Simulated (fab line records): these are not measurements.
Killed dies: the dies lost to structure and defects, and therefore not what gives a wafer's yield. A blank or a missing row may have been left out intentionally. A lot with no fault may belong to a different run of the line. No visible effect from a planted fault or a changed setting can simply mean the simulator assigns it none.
Comparing a struck lot with a sound one	flow gf180mcu	14 steps out of a route of 602
Sound: these wafers, L269.2, L269.3, L269.5. Wafers struck: L264.1, L264.4, L264.6. Last of all comes the cause.
At each step with rows: each side's tool, then ch and its chambers, then its first start. Under that, the readings that differ: sound wafers	struck wafers	difference of the means	sigmas: that difference in standard deviations of wafers without a fault.
alike: readings whose means differ by less than 2 such deviations, and words and numbers that are the same on both sides. not compared: withheld readings, readings that some wafer has no value for, bounds like >300 that may hide the same value, and numbers for which the record gives no deviation and whose values overlap.
Wherever a step has rows on one side only, a row that says differs or no value, or a row with sigmas, the two part there. Non-overlapping numbers with no deviation appear without sigmas and do not part them. Lack of a reading on every wafer of one side parts them only where that side has two or more wafers.

GF_V3_CD_MEAS_14: the cd target is 260 nm.
  sound on cd-sem-01, day 27 20:22; struck on cd-sem-01, day 26 06:47
  alike: cd-nm
GF_V3_OVL_MEAS_15:
  sound on overlay-01, day 27 20:28; struck on overlay-01, day 26 06:55
  alike: V3_OVL
GF_V3_ETCH_16: etches BARC in N2/H2.
  sound on rie-diel-03 ch 0,2, day 27 20:29; struck on rie-diel-04 ch 1,2,3, day 26 06:56
  alike: chamber-pressure-mTorr, drypump-motor-current-A, oes-product-au, throttle-valve-pct
GF_V3_ETCH_17: etches SiO2 in C4F8/O2/Ar, stops on TiN, target depth 635 nm.
  sound on rie-diel-03 ch 0,2; struck on rie-diel-04 ch 1,2,3
reading	sound	struck	difference	sigmas
chamber-pressure-mTorr (mTorr)	39.98 40.04 40.06	40.01 39.89 39.95	-0.08	-2
  alike: oes-product-au
GF_V3_STRIP_18: strips in O2/N2.
  sound on plasma-asher-03 ch 0,1, day 27 20:37; struck on plasma-asher-03 ch 0, day 26 07:04
  alike: chamber-pressure-mTorr, drypump-motor-current-A, heater-power-w, oes-product-au
  not compared: rf-hours-counter-h
then, 3 steps without rows for these wafers: GF_V3_STRIP_19 (strips in post etch residue remover, time 1200 s); GF_V3_CLEAN_20 (cleans in DIW); GF_V3_SPUTTER_21 (material Ti, target thk 15 nm, time 80.02 s).
GF_V3_SPUTTER_22: material TiN, target thk 10 nm, time 40 s.
  sound on pvd-sputter-03, day 27 21:13; struck on pvd-sputter-04, day 26 07:40
  alike: throttle-valve-pct
GF_V3_CVD_23: deposits W, target thk 350 nm, time 104.9 s.
  sound on cvd-w-01 ch 0,1, day 27 21:16; struck on cvd-w-01 ch 0,1, day 26 07:42
  alike: heater-power-w, susceptor-temp-C
GF_V3_RS_MEAS_24: measurement is done with a four-point probe.
  sound on film-metro-02, day 27 21:24; struck on film-metro-02, day 26 07:49
  alike: V3_W_RS
GF_V3_THK_MEAS_25: measures by xrf.
  sound on film-metro-02, day 27 21:31; struck on film-metro-02, day 26 07:56
  alike: V3_W_THK
GF_V3_CMP_26: polishes, stops on SiO2, t overpolish 15 s, target thk 0 nm.
  sound on cmp-01 ch 0,1,2, day 27 21:40; struck on cmp-02 ch 0,1,2, day 26 08:07
  no value came back on the struck wafers for any of 5 readings (edge-zone-pressure-frac, head-pressure-psi (psi) and others); on the sound wafers edge-zone-pressure-frac reads 1.008 1.001 1.003
reading	sound	struck	difference	sigmas
model.W_of_V3_CVD_23.thk-nm (nm)	0 0 0	362.8 355.4 355.5	+357.9	
model.SiO2_of_V3_CVD_02.thk-nm (nm)	629.5 629 629.6	631.8 631.8 632.3	+2.6	
-- the record jumps here: 6 days lie between the struck wafers' starts before and after (it left off in module V3 and takes up again in module PASSIVATION, whose first step shown is number 602 of the route) --
GF_PASSIVATION_PROBE_99:
  only the struck wafers here have rows in the record (prober-02, day 32 06:10); the sound ones have none

WHERE THEY PART
First at GF_V3_ETCH_17; last, within this record, at GF_PASSIVATION_PROBE_99.

WHY: whatever the simulator had introduced
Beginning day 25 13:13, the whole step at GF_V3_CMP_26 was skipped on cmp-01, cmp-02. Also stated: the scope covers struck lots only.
